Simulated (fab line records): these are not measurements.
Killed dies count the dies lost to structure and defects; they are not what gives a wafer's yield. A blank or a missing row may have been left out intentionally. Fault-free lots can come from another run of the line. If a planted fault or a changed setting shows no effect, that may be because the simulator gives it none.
A struck lot beside a sound one	flow sky130	26 out of 708 route steps
Sound: wafers L457.1, L457.2, L457.3. Struck: wafer L462.6 (L462.3, L462.4, from the same lot, were not struck and are left out); the cause is given at the end.
At each step with rows: each side's tool, then ch and its chambers, then its first start. Under that, the readings that differ: sound wafers	struck wafers	difference of the means	sigmas: that difference in standard deviations of wafers without a fault.
alike: words and numbers the same on both sides, and readings whose means are apart by under 2 such deviations; not compared: readings that were withheld, readings missing a value for some wafer, numbers with overlapping values and no deviation given by the record, and bounds like >300 which may hide the same value.
A row with sigmas, a row that says differs or no value, or rows on one side alone: a step with any of these is where the two part. Numbers that have no deviation but don't overlap get no sigmas and don't part them. A reading that every wafer of one side lacks parts them only if that side has two wafers or more.

first, 8 steps without rows for these wafers: SKY_FIELD_ISO_DEHYDRATE_05 (time 60 s); SKY_FIELD_ISO_HMDS_06 (prime time 60 s); SKY_FIELD_ISO_COAT_07 (resist thk 60 nm); SKY_FIELD_ISO_COAT_08 (resist thk 450 nm); SKY_FIELD_ISO_SOFTBAKE_09 (time 90 s); SKY_FIELD_ISO_EXPOSE_10 (exposes mask FOM, target cd 150 nm); SKY_FIELD_ISO_PEB_11; SKY_FIELD_ISO_DEVELOP_12 (develop time 60 s).
SKY_FIELD_ISO_CD_MEAS_13: target cd 150 nm.
  sound on cd-sem-01 at day 4 09:46; struck on cd-sem-01 at day 5 09:27
  alike: cd-nm
SKY_FIELD_ISO_ETCH_14: etches BARC in N2/H2, stops on SiO2, time 45.9 s, target depth 60 nm.
  sound on rie-diel-01 ch 0,1,3, day 4 09:53; struck on rie-diel-04 ch 3, day 5 09:32
reading	sound	struck	difference	sigmas
oes-product-au (a.u.)	0.854 0.852 0.861	0.865	+0.009	+2
  alike: drypump-motor-current-A, n2-flow-sccm, throttle-valve-pct
  not compared: rf-hours-counter-h
SKY_FIELD_ISO_ETCH_15: etches the open film in CHF3/O2, stops on Si, target depth 180 nm, time 72 s.
  sound on rie-diel-01 ch 0,1,3, day 4 09:55; struck on rie-diel-04 ch 3, day 5 09:34
  alike: chf3-flow-sccm, drypump-motor-current-A, oes-product-au, throttle-valve-pct
  not compared: rf-hours-counter-h
SKY_FIELD_ISO_STRIP_16: strips in O2/N2.
  sound on plasma-asher-02 ch 0,1, day 4 09:59; struck on plasma-asher-01 ch 1, day 5 09:40
  alike: drypump-motor-current-A, n2-flow-sccm, oes-product-au, strip-time-to-endpoint-s
  not compared: rf-hours-counter-h
SKY_FIELD_ISO_ETCH_17: etches Si in HBr/Cl2/O2, target depth 342 nm, time 97.7 s.
  sound on rie-si-02 ch 0,1,2, day 4 10:05; struck on rie-si-01 ch 1, day 5 09:44
reading	sound	struck	difference	sigmas
oes-product-au (a.u.)	1.008 0.996 1.016	0.897	-0.110	-10
throttle-valve-pct (%)	25.661 25.661 25.653	25.727	+0.069	+6
model.FIELD_ISO.feature-depth-nm (nm)	341.6 338.1 350.2	288.3	-55.0	
model.etch.depth-nm (nm)	341.6 338.1 350.2	288.3	-55.0	
model.Si3N4_of_FIELD_ISO_CVD_03.thk-nm (nm)	151.2 153.5 151.5	156.5	+4.4	
  alike: drypump-motor-current-A
  not compared: rf-hours-counter-h
then, 5 steps without rows for these wafers: SKY_FIELD_ISO_WET_ETCH_18 (etches Si3N4 in H3PO4, target depth 25 nm, time 286 s); SKY_FIELD_ISO_CLEAN_19 (cleans in SC1/SC2, time 150 s); SKY_FIELD_ISO_CLEAN_20 (cleans in dHF, time 20 s); SKY_FIELD_ISO_WET_ETCH_21 (etches SiO2 in dHF, target depth 20 nm, time 400 s); SKY_FIELD_ISO_OXIDATION_22 (stabilise 600 s, purge 300 s, target thk 10 nm).
SKY_FIELD_ISO_THK_MEAS_23:
  sound on film-metro-01 at day 4 12:12; struck on film-metro-03 at day 5 14:20
  alike: FIELD_ISO_OXIDATION_01_THK
then, 1 step without rows for these wafers: SKY_FIELD_ISO_CVD_24 (deposits SiO2, target thk 595 nm, time 99.2 s).
SKY_FIELD_ISO_THK_MEAS_25:
  sound on film-metro-04 at day 4 12:20; struck on film-metro-03 at day 5 14:28
  alike: FIELD_ISO_CVD_24_THK
then, 1 step without rows for these wafers: SKY_FIELD_ISO_ANNEAL_26 (time 1800 s).
SKY_FIELD_ISO_CMP_27: polishes, stops on Si3N4, t overpolish 16 s, target thk 457.8 nm.
  sound on cmp-02 ch 0,2,3, day 4 13:53; struck on cmp-01 ch 1, day 5 18:12
  alike: motor-current-A, overpolish-run-s, time-to-endpoint-s
SKY_FIELD_ISO_WET_ETCH_28: etches SiO2 in dHF, target depth 23.7 nm, time 47 s.
  sound on wet-bench-01 ch 0, day 4 14:11; struck on wet-bench-03 ch 0, day 5 18:30
reading	sound	struck	difference	sigmas
model.Si3N4_of_FIELD_ISO_CVD_03.thk-nm (nm)	120.1 122 120.2	126.1	+5.3	
then, 1 step without rows for these wafers: SKY_FIELD_ISO_WET_ETCH_29 (etches Si3N4 in H3PO4, target depth 160 nm, time 1825 s).
-- a jump in the record: the struck wafers' starts before and after are 44 days apart (it breaks off in module FIELD_ISO and resumes in module PAD_OPEN, where the first step shown is number 708 of the route) --
SKY_PAD_OPEN_PROBE_99:
  sound on prober-01 at day 48 07:14; struck on prober-02 at day 49 13:11
reading	sound	struck	difference	sigmas
model.etest.res_p_drift_20v.line-ohm-um	1.293e+04 1.24e+04 1.38e+04	9152	-3891	
model.etest.res_p_drift_20v.rs-ohm-sq	1.09e+04 1.056e+04 1.16e+04	7504	-3516	
model.etest.pfet_16v.r-on-ohm-um	1.497e+04 1.487e+04 1.523e+04	1.384e+04	-1.183e+03	
model.etest.res-iso-pwell.rs-ohm-sq	2931 2854 3087	2210	-747	
model.etest.res-iso-pwell.line-ohm-um	1098 1088 1174	818.6	-301.4	
model.etest.res-nwell.line-ohm-um	1090 1073 1086	995.2	-87.8	
model.etest.res-nwell.rs-ohm-sq	894.6 881.8 918.4	826.4	-71.9	
model.etest.cap-poly-to-well.c-af-um2	92.11 91.75 88.55	104.2	+13.4	
  alike: killed_at_M0_to_M3, killed_at_M4_up, killed-at-contacts, killed-at-front-end, killed-at-other, killed-dies, killed-open, killed-short

## WHERE THEY PART
First at SKY_FIELD_ISO_ETCH_14; last, within this record, at SKY_FIELD_ISO_ETCH_17. Later steps at which nothing parts them and some readings are alike: SKY_FIELD_ISO_THK_MEAS_23, SKY_FIELD_ISO_THK_MEAS_25, SKY_FIELD_ISO_CMP_27, SKY_PAD_OPEN_PROBE_99.

WHY: whatever the simulator had introduced
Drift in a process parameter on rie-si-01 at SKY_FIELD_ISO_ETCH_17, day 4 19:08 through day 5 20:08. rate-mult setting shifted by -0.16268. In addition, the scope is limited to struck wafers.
